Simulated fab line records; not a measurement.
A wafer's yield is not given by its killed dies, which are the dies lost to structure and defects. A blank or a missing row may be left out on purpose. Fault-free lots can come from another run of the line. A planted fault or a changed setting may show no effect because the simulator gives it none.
fab line records -- flow sky130
record: lots: 4, wafers: 12, lastDay: 50
route steps=708 shown POLY_CUT@317 SD_P@320 RES_XHIGH@332 SD_N@342 PAD_OPEN@708
lots with no fault: from the same line, run without faults
startH: hours from the record's opening day to when the first of the lot's shown wafers began -- waitH: hours since the lot's step before -- " as in the row above -- L1.1+2: several wafers, shown together as one row -- - value missing, or start not given -- * or withheld: withheld -- < > ~ a bound
route shown NAME@n: NAME is a module with steps in the file, n the number in the route of the first one -- usual: mean and standard deviation over wafers with no fault -- same: alike in all rows -- chamber/n: place in a boat -- sites: the reading at each site -- _std_site: their standard deviation -- _edge_site: mean of outer sites minus mean of inner sites -- radiusMm: for every site, how far away it sits from the centre of the wafer -- mask NAME#n: copy n -- behind: the most recent tool/chamber to have shaped the wafer -- hold: why the lot was held/for how many hours/how that ended -- device: the transistor (n, p or np) that didn't switch -- end of line: tests run on the same wafers once the route is complete -- a step given without rows: its recipe and nothing more -- killed: not the wafer's yield, but the dies lost to structure and defects at the first sort -- map: a wafer's dies, x killed, . not, _ none there
set.NAME: the setting that was run; set.NAME@STEP: the one run at that earlier step -- model.NAME: the simulator's own value behind a step, which no gauge read
lots at selected steps of the route; one table per step, one row per wafer
services: when a tool's chamber went out of use (startH, in hours from the record's first day, below 0 if earlier), for how many hours, and the reason
== steps ==
step: SKY_POLY_CUT_ETCH_10
recipe: chemistry: N2/H2, target: BARC, ionEnergyEv: 200, sourceW: 500, biasW: 100, pressureMtorr: 30, n2FlowSccm: 100, h2FlowSccm: 200, stopOn: SiO2, timeS: 45.9, targetDepthA: 600
step: SKY_POLY_CUT_ETCH_11
recipe: target: Si3N4, chemistry: CF4/CH2F2/Ar, stopOn: poly-Si, sourceW: 600, biasW: 150, pressureMtorr: 40, cf4FlowSccm: 40, ch2f2FlowSccm: 20, Ar_flow_sccm: 150, timeS: 42.5, targetDepthA: 600
step: SKY_POLY_CUT_STRIP_12
recipe: chemistry: O2/N2, powerW: 1400, pressureMtorr: 1500, platenTempC: withheld, o2FlowSccm: 3000, n2FlowSccm: 300, overashFraction: 0.5
step: SKY_SD_P_DEHYDRATE_00
recipe: tempC: 200, timeS: 60
step: SKY_SD_P_HMDS_01
recipe: primeTimeS: 60, primeTempC: 120
step: SKY_SD_P_COAT_02
recipe: resist: NOVOLAK, spinRpm: 3000, resistThkNm: 1140
step: SKY_SD_P_SOFTBAKE_03
recipe: tempC: 90, timeS: 60, resist: NOVOLAK
step: SKY_SD_P_EXPOSE_04
recipe: maskId: PSDM, na: 0.6, sourceShape: conventional, sigmaOuter: 0.6, polarization: unpolarized, targetCdNm: 380, doseMj: 138
step: SKY_SD_P_PEB_05
recipe: tempC: withheld, timeS: *, resist: NOVOLAK
step: SKY_SD_P_DEVELOP_06
recipe: resist: NOVOLAK, developer: TMAH, developTimeS: 60, devTempC: 23
step: SKY_SD_P_IMPLANT_09
recipe: species: BF2, energyKev: 20, doseCm2: 3e+15, tiltDeg: 0
usual: beamEnergyKeV: 20.001/0.0062, beamOnS: 15.6/1.8, doseIonsCm2: 3e+15/3.2e+12
lot.wafer,tool,chamber,startH,waitH,beamEnergyKeV,beamOnS,doseIonsCm2
L189.1,implanter-02,0,715.05,0.0,20.001,25.8,4.321e+15
L189.2,implanter-02,0,715.05,0.0,20.009,26.0,4.323e+15
L189.6,implanter-02,0,715.05,0.0,19.997,25.7,4.32e+15
L191.4,implanter-02,0,716.63,0.1,20.003,26.2,4.327e+15
L191.5,implanter-02,0,716.63,0.1,20.005,26.0,4.321e+15
L191.6,implanter-02,0,716.63,0.1,20.008,26.0,4.322e+15
L195.1,implanter-03,0,728.10,0.0,20.002,13.5,3.005e+15
L195.2,implanter-03,0,728.10,0.0,19.999,14.3,2.997e+15
L195.6,implanter-03,0,728.10,0.0,20.002,13.5,3.001e+15
L199.2,implanter-03,0,759.22,0.0,19.996,13.3,3.003e+15
L199.3,implanter-03,0,759.22,0.0,19.999,13.2,3.007e+15
L199.5,implanter-03,0,759.22,0.0,20.008,13.8,3.001e+15
step: SKY_SD_P_STRIP_10
recipe: chemistry: O2/N2, powerW: 1400, pressureMtorr: 1500, platenTempC: withheld, o2FlowSccm: 3000, n2FlowSccm: 300, overashFraction: 0.5
usual: drypumpMotorCurrentA: 5.76/0.17, oesProductAu: 0.618/0.0045, stripTimeToEndpointS: 17.50/0.038
lot.wafer,tool,chamber,startH,waitH,drypumpMotorCurrentA,oesProductAu,rfHoursCounterH,stripTimeToEndpointS
L189.1,plasmaAsher-02,1,715.20,0.1,5.54,0.605,106,18.26
L189.2,plasmaAsher-02,0,715.20,0.1,5.76,0.594,106,18.25
L189.6,plasmaAsher-02,1,715.20,0.1,5.53,0.602,-,18.27
L191.4,plasmaAsher-01,0,716.74,0.1,5.95,0.599,-,18.25
L191.5,plasmaAsher-01,0,716.74,0.1,5.95,0.610,-,18.27
L191.6,plasmaAsher-01,1,716.74,0.1,5.97,0.600,-,18.29
L195.1,plasmaAsher-02,1,728.25,0.1,5.53,0.626,108,17.53
L195.2,plasmaAsher-02,0,728.25,0.1,5.79,0.617,108,17.55
L195.6,plasmaAsher-02,1,728.25,0.1,5.56,0.617,-,17.51
L199.2,plasmaAsher-02,0,759.35,0.1,5.78,0.619,2,17.57
L199.3,plasmaAsher-02,0,759.35,0.1,5.81,0.616,-,17.53
L199.5,plasmaAsher-02,0,759.35,0.1,5.81,0.620,-,17.50
step: SKY_SD_P_TW_MEAS_11
usual: SD_P_TW: 2811/20
lot.wafer,tool,chamber,startH,waitH,SD_P_TW
L189.1,filmMetro-04,-,715.30,0.1,3000
L189.2,filmMetro-04,-,715.30,0.1,3001
L189.6,filmMetro-04,-,715.30,0.1,2994
L191.4,filmMetro-02,-,716.83,0.1,3000
L191.5,filmMetro-02,-,716.83,0.1,2999
L191.6,filmMetro-02,-,716.83,0.1,3012
L195.1,filmMetro-04,-,728.35,0.1,2854
L195.2,filmMetro-04,-,728.35,0.1,2839
L195.6,filmMetro-04,-,728.35,0.1,2824
L199.2,filmMetro-04,-,759.46,0.1,2811
L199.3,filmMetro-04,-,759.46,0.1,2820
L199.5,filmMetro-04,-,759.46,0.1,2823
step: SKY_RES_XHIGH_DEHYDRATE_00
recipe: tempC: 200, timeS: 60
step: SKY_RES_XHIGH_HMDS_01
recipe: primeTimeS: 60, primeTempC: 120
step: SKY_RES_XHIGH_COAT_02
recipe: resist: NOVOLAK, spinRpm: 3000, resistThkNm: 1140
step: SKY_RES_XHIGH_SOFTBAKE_03
recipe: tempC: 90, timeS: 60, resist: NOVOLAK
step: SKY_RES_XHIGH_EXPOSE_04
recipe: maskId: URPM, na: 0.6, sourceShape: conventional, sigmaOuter: 0.6, polarization: unpolarized, targetCdNm: 1270, doseMj: 140
step: SKY_RES_XHIGH_PEB_05
recipe: tempC: withheld, timeS: *, resist: NOVOLAK
step: SKY_RES_XHIGH_DEVELOP_06
recipe: resist: NOVOLAK, developer: TMAH, developTimeS: 60, devTempC: 23
step: SKY_RES_XHIGH_IMPLANT_07
recipe: species: BF2, energyKev: 20, doseCm2: 3.6e+14, tiltDeg: 0
step: SKY_RES_XHIGH_STRIP_08
recipe: chemistry: O2/N2, powerW: 1400, pressureMtorr: 1500, platenTempC: withheld, o2FlowSccm: 3000, n2FlowSccm: 300, overashFraction: 0.5
step: SKY_SD_N_DEHYDRATE_00
recipe: tempC: 200, timeS: 60
step: SKY_SD_N_HMDS_01
recipe: primeTimeS: 60, primeTempC: 120
step: SKY_SD_N_COAT_02
recipe: resist: NOVOLAK, spinRpm: 3000, resistThkNm: 1140
step: SKY_SD_N_SOFTBAKE_03
recipe: tempC: 90, timeS: 60, resist: NOVOLAK
step: SKY_SD_N_EXPOSE_04
recipe: maskId: NSDM, na: 0.6, sourceShape: conventional, sigmaOuter: 0.6, polarization: unpolarized, targetCdNm: 380, doseMj: 141
step: SKY_SD_N_PEB_05
recipe: tempC: withheld, timeS: *, resist: NOVOLAK
step: SKY_SD_N_DEVELOP_06
recipe: resist: NOVOLAK, developer: TMAH, developTimeS: 60, devTempC: 23
step: SKY_SD_N_IMPLANT_09
recipe: species: As, energyKev: 50, doseCm2: 4e+15, tiltDeg: 0
step: SKY_SD_N_IMPLANT_10
recipe: species: P, energyKev: 20, doseCm2: 1e+14, tiltDeg: 0
step: SKY_SD_N_STRIP_11
recipe: chemistry: O2/N2, powerW: 1400, pressureMtorr: 1500, platenTempC: withheld, o2FlowSccm: 3000, n2FlowSccm: 300, overashFraction: 0.5
step: SKY_SD_N_CLEAN_13
recipe: chemistry: SC1/SC2, mix: 1:4:20, tempC: 70, timeS: 150, dry: n2Spin
step: SKY_SD_N_RTA_14
recipe: tempC: 1075, timeS: 2, idleTempC: 650, rampUpCPerS: 150, rampDownCPerS: 90, ambient: N2
step: SKY_SD_N_RS_MEAS_17
recipe: thkMeasGauge: four-point-probe
usual: SD_P_RS: 147.1/0.37
lot.wafer,tool,chamber,startH,waitH,SD_P_RS[ohm/sq]
L189.1,filmMetro-04,-,769.91,0.1,142.1
L189.2,filmMetro-04,-,769.91,0.1,142.0
L189.6,filmMetro-04,-,769.91,0.1,142.2
L191.4,filmMetro-04,-,772.27,0.1,141.9
L191.5,filmMetro-04,-,772.27,0.1,141.9
L191.6,filmMetro-04,-,772.27,0.1,141.9
L195.1,filmMetro-04,-,781.16,0.1,146.7
L195.2,filmMetro-04,-,781.16,0.1,146.7
L195.6,filmMetro-04,-,781.16,0.1,146.7
L199.2,filmMetro-04,-,812.78,0.1,147.3
L199.3,filmMetro-04,-,812.78,0.1,147.4
L199.5,filmMetro-04,-,812.78,0.1,147.2
step: SKY_PAD_OPEN_PROBE_99
usual: killed_at_M0_to_M3: 43/7.3, killed_at_M4_up: 3.6/1.9, killedAtContacts: 23/5.3, killedAtFrontEnd: 15/4.5, killedAtOther: 0.3/0.72, killedDies: 85/9.4, killedOpen: 46/6.7, killedShort: 38/6.8
same: grossDies: 492, killedAtBackSide: 0
lot.wafer,tool,chamber,startH,waitH,killed_at_M0_to_M3,killed_at_M4_up,killedAtContacts,killedAtFrontEnd,killedAtOther,killedDies,killedOpen,killedShort,model.etest.resHighPo.lineOhmUm,model.etest.resPdiff.lineOhmUm,model.etest.pfet_01v8.rOnOhmUm,model.etest.liconHighPo.rcOhm,model.etest.liconPdiff.rcOhm,model.etest.resHighPo.rsOhmSq,model.etest.resPdiffHv.rsOhmSq,model.etest.resPdiff.rsOhmSq
L189.1,prober-02,-,1163.91,0.1,47,2,33,9,0,91,50,41,615.9,1234,2772,242.1,529.8,218.5,171.1,177.9
L189.2,prober-02,-,1163.96,0.1,35,4,29,10,0,78,51,26,629.8,1262,2723,246.4,515.2,219.3,170.9,177.9
L189.6,prober-02,-,1164.16,0.2,34,7,23,10,0,74,40,33,617,1234,2720,244.4,519.2,217.5,171.2,179.9
L191.4,prober-02,-,1168.52,0.2,39,3,21,21,0,84,47,37,601.8,1249,2810,246.9,520.2,209.8,173.2,180.7
L191.5,prober-02,-,1168.57,0.2,42,5,18,24,0,89,45,44,599.8,1243,2782,241.6,508.3,212.2,172.3,181.6
L191.6,prober-02,-,1168.62,0.2,39,2,15,21,1,78,48,30,604.3,1236,2765,241,513.3,211.4,173.8,179.6
L195.1,prober-01,-,1173.32,0.1,45,5,12,16,0,78,52,26,721.1,1396,2853,344.2,574,255.2,191.6,196.6
L195.2,prober-01,-,1173.37,0.1,39,6,16,19,0,80,41,37,722.8,1407,2956,346.2,591.6,255.4,192.3,198.7
L195.6,prober-01,-,1173.57,0.2,50,2,15,13,0,80,40,40,736,1388,2870,340.2,556.8,258.3,193.4,197.9
L199.2,prober-02,-,1190.56,0.1,47,7,15,19,0,88,44,44,757.9,1367,2956,357.7,594.8,261.6,189.8,196.8
L199.3,prober-02,-,1190.61,0.2,45,4,26,16,0,91,48,43,732.6,1376,2921,338.4,578.3,257.4,190.2,195.2
L199.5,prober-02,-,1190.71,0.2,38,2,20,17,0,77,52,25,757.6,1398,3010,369.3,612.7,264.7,188.9,197
killed by level:class
L189.1 CONTACT:geometricParticle:open=12 VIA1:geometricParticle:open=11 METAL1:geometricParticle:short=10 VIA3:geometricParticle:open=9 LI_CONTACT:geometricParticle:open=7 VIA1:geometricParticle:short=6 LOCAL_INTERCONNECT:geometricParticle:short=5 CONTACT:geometricParticle:short=5
L189.2 CONTACT:geometricParticle:open=17 VIA1:geometricParticle:open=9 VIA3:geometricParticle:open=7 LI_CONTACT:geometricParticle:open=5 CONTACT:geometricParticle:short=5 VIA1:geometricParticle:short=3 VIA2:geometricParticle:open=3 METAL2:geometricParticle:short=3
L189.6 CONTACT:geometricParticle:open=11 VIA1:geometricParticle:open=9 LOCAL_INTERCONNECT:geometricParticle:short=7 VIA2:geometricParticle:open=5 VIA3:geometricParticle:open=5 METAL2:geometricParticle:short=4 VIA3:geometricParticle:short=4 METAL4:geometricParticle:short=4
L191.4 VIA1:geometricParticle:open=11 CONTACT:geometricParticle:open=9 FIELD_ISO:geometricParticle:short=6 LI_CONTACT:geometricParticle:open=6 FIELD_ISO:geometricParticle:open=5 POLY_GATE:geometricParticle:short=5 VIA2:geometricParticle:open=5 VIA2:geometricParticle:short=5
L191.5 VIA1:geometricParticle:open=8 FIELD_ISO:geometricParticle:short=7 FIELD_ISO:geometricParticle:open=7 VIA2:geometricParticle:open=6 LI_CONTACT:geometricParticle:short=5 POLY_GATE:geometricParticle:short=5 CONTACT:geometricParticle:open=5 VIA2:geometricParticle:short=5
L191.6 VIA1:geometricParticle:open=8 POLY_GATE:geometricParticle:open=7 VIA2:geometricParticle:open=7 FIELD_ISO:geometricParticle:open=6 CONTACT:geometricParticle:open=6 METAL2:geometricParticle:short=6 FIELD_ISO:geometricParticle:short=4 VIA3:geometricParticle:open=4
L195.1 VIA2:geometricParticle:open=11 VIA1:geometricParticle:open=10 CONTACT:geometricParticle:open=8 VIA3:geometricParticle:open=7 POLY_GATE:geometricParticle:open=6 METAL4:geometricParticle:short=5 METAL2:geometricParticle:short=4 VIA1:geometricParticle:short=3
L195.2 VIA1:geometricParticle:open=8 VIA3:geometricParticle:open=7 CONTACT:geometricParticle:open=5 METAL2:geometricParticle:short=5 VIA1:geometricParticle:short=5 FIELD_ISO:geometricParticle:short=4 POLY_GATE:geometricParticle:open=4 POLY_GATE:geometricParticle:short=4
L195.6 POLY_GATE:geometricParticle:short=8 VIA1:geometricParticle:open=8 VIA3:geometricParticle:open=7 VIA2:geometricParticle:open=5 VIA1:geometricParticle:short=5 CONTACT:geometricParticle:short=5 METAL1:geometricParticle:short=5 VIA3:geometricParticle:short=5
L199.2 VIA1:geometricParticle:open=8 FIELD_ISO:geometricParticle:short=7 LI_CONTACT:geometricParticle:open=6 METAL1:geometricParticle:short=6 VIA3:geometricParticle:short=5 POLY_GATE:geometricParticle:open=5 METAL2:geometricParticle:short=5 VIA2:geometricParticle:open=5
L199.3 CONTACT:geometricParticle:open=10 VIA1:geometricParticle:open=10 VIA3:geometricParticle:open=7 LI_CONTACT:geometricParticle:open=6 LOCAL_INTERCONNECT:geometricParticle:short=6 VIA1:geometricParticle:short=6 VIA2:geometricParticle:open=6 FIELD_ISO:geometricParticle:open=5
L199.5 VIA1:geometricParticle:open=12 FIELD_ISO:geometricParticle:open=8 LI_CONTACT:geometricParticle:open=7 CONTACT:geometricParticle:open=7 VIA2:geometricParticle:open=6 FIELD_ISO:geometricParticle:short=4 METAL1:geometricParticle:short=3 CONTACT:geometricParticle:short=3
== services ==
tool,chamber,startH,hours,kind
implanter-02,-,727.43,2.2,repair
plasmaAsher-02,-,733.75,9.0,pm
plasmaAsher-02,0,733.75,9.0,ventCycle
plasmaAsher-02,1,733.75,9.0,ventCycle
plasmaAsher-02,0,742.75,-,clean
plasmaAsher-02,1,742.75,-,clean
== key ==
firstSign: step: SKY_SD_P_IMPLANT_09, reading: doseIonsCm2, direction: up, sigmas: 99+, usual: *, struck: *
effect: step: SKY_SD_P_IMPLANT_09, reading: beamOnS, direction: up, sigmas: 5.7, usual: 15.6, struck: 26.0
effect: step: SKY_SD_P_STRIP_10, reading: stripTimeToEndpointS, direction: up, sigmas: 20, usual: *, struck: *
effect: step: SKY_SD_P_TW_MEAS_11, reading: SD_P_TW, direction: up, sigmas: 9.6, usual: 2811, struck: 3001
effect: step: SKY_SD_N_RS_MEAS_17, reading: SD_P_RS, direction: down, sigmas: 14, usual: 147.1, struck: 142.0
modelEffect: step: SKY_PAD_OPEN_PROBE_99, value: etest.resHighPo.lineOhmUm, without: 755.1, struck: 611.4
metAt SKY_SD_P_IMPLANT_09
struckWafers L189.1,L189.2,L189.6,L191.4,L191.5,L191.6
testerLeftOut L189,L191
fault: kind: processParameterDrift, tool: implanter-02, chamber: -, onsetH: 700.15, steps: SKY_SD_P_IMPLANT_09, channel: doseCm2, offset: *, shape: step, endH: 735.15, actsIn: *, stated: *
testerLeftOut: of these lots the tester's yield and bins aren't shown, on N5 and GAA mostly nor the transistor test; their killed dies are dies lost to structure and defects alone, not to doping, threshold or leakage, so they don't give the yield
